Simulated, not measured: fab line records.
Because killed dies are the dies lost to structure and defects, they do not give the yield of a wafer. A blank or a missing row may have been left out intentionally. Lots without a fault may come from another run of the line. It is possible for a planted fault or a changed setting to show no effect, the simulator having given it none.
A lot that was struck, set against a sound lot :: flow sky130 :: 19 out of 708 route steps
Sound: wafers L313.1, L313.3, L313.4. Wafers struck: L316.1, L316.3, L316.5. The cause is given at the end.
At each step with rows: each side's tool, then ch and its chambers, then its first start. Under that, the readings that differ: sound wafers :: struck wafers :: difference of the means :: sigmas: that difference in standard deviations of wafers without a fault.
alike: a reading whose means differ by less than 2 such deviations, as well as words and numbers matching on both sides. not compared: withheld readings; readings where some wafer has no value; bounds like >300 that might hide an equal value; numbers whose values overlap and for which the record gives no deviation.
A row with sigmas, a row that says differs or no value, or rows on one side alone: a step with any of these is where the two part. Non-overlapping numbers with no deviation appear without sigmas and do not part them. A reading missing from all wafers of one side parts the sides only when that side holds two or more wafers.

first, 3 steps without rows for these wafers: SKY_VT_ADJUST_NCORE_EXPOSE_04 (exposes mask LVTN COMPLEMENT THIN, target cd 380 nm); SKY_VT_ADJUST_NCORE_PEB_05; SKY_VT_ADJUST_NCORE_DEVELOP_06 (develop time 60 s).
SKY_VT_ADJUST_NCORE_CD_MEAS_07: target cd 380 nm.
  sound: cd-sem-01 at day 10 12:52; struck: cd-sem-01 at day 11 10:07
  alike: cd-nm
SKY_VT_ADJUST_NCORE_OVL_MEAS_08:
  sound: overlay-01 at day 10 12:59; struck: overlay-02 at day 11 10:14
  alike: VT_ADJUST_NCORE_OVL
after that, 1 step had no rows for these wafers: SKY_VT_ADJUST_NCORE_IMPLANT_09.
SKY_VT_ADJUST_NCORE_STRIP_10: strips in O2/N2.
  sound on plasma-asher-01 ch 0,1, day 10 13:10; struck on plasma-asher-01 ch 1, day 11 10:25
  alike: drypump-motor-current-A, oes-product-au, strip-time-to-endpoint-s
  not compared: rf-hours-counter-h
SKY_VT_ADJUST_NCORE_TW_MEAS_11:
  sound: film-metro-02 at day 10 13:16; struck: film-metro-02 at day 11 10:31
  alike: VT_ADJUST_NCORE_TW
then, 4 steps without rows for these wafers: SKY_VT_ADJUST_HVTR_DEHYDRATE_00 (time 60 s); SKY_VT_ADJUST_HVTR_HMDS_01 (prime time 60 s); SKY_VT_ADJUST_HVTR_COAT_02 (resist thk 1140 nm); SKY_VT_ADJUST_HVTR_SOFTBAKE_03 (time 60 s).
SKY_VT_ADJUST_HVTR_EXPOSE_04: exposes mask HVTRM, target cd 380 nm.
  sound on iline-stepper-01 ch 0, day 11 01:08; struck on iline-stepper-01 ch 0, day 11 22:29
reading: model.VT_ADJUST_HVTR.overlay-x-nm (nm)
sound: -2.471 -2.471 -2.471
struck: 116.4 116.4 116.4
difference: +118.9
sigmas: 
  alike: mask, reticle-temp-C
then, 2 steps without rows for these wafers: SKY_VT_ADJUST_HVTR_PEB_05; SKY_VT_ADJUST_HVTR_DEVELOP_06 (develop time 60 s).
SKY_VT_ADJUST_HVTR_CD_MEAS_07: target cd 380 nm.
  sound: cd-sem-02 at day 11 11:55; struck: cd-sem-02 at day 12 10:32
  alike: cd-nm
SKY_VT_ADJUST_HVTR_OVL_MEAS_08:
  sound: overlay-01 at day 11 12:02; struck: overlay-01 at day 12 10:40
reading: VT_ADJUST_HVTR_OVL (nm)
sound: -0.4 -1.9 -2.2
struck: 117.0 116.5 117.1
difference: +118.4
sigmas: +74
after that, 1 step had no rows for these wafers: SKY_VT_ADJUST_HVTR_IMPLANT_09.
-- the record jumps here: 37 days lie between the struck wafers' starts before and after (it left off in module VT_ADJUST_HVTR and takes up again in module PAD_OPEN, whose first step shown is number 708 of the route) --
SKY_PAD_OPEN_PROBE_99:
  sound: prober-02 at day 48 06:32; struck: prober-01 at day 49 03:56
reading: model.etest.pfet_01v8_mvt.off-log10-a-um
sound: -10.67 -10.71 -10.63
struck: -11.09 -11.11 -11.12
difference: -0.44
sigmas: 

reading: model.etest.pfet_01v8_mvt.vt-sat-v (V)
sound: -0.5616 -0.5667 -0.5589
struck: -0.6274 -0.6247 -0.6257
difference: -0.0635
sigmas: 

reading: model.etest.pfet_01v8_mvt.vt-v (V)
sound: -0.6557 -0.6589 -0.6495
struck: -0.71 -0.7084 -0.7085
difference: -0.05
sigmas: 
  alike: killed_at_M0_to_M3, killed_at_M4_up, killed-at-contacts, killed-at-front-end, killed-at-other, killed-dies, killed-on-rim, killed-open, killed-short
  not compared: model.etest.pfet_01v8_mvt.drive-ua-um

== WHERE THEY PART ==
Within this record, at SKY_VT_ADJUST_HVTR_OVL_MEAS_08 only. Later steps at which nothing parts them and some readings are alike: SKY_PAD_OPEN_PROBE_99.

WHY: whatever the simulator had introduced
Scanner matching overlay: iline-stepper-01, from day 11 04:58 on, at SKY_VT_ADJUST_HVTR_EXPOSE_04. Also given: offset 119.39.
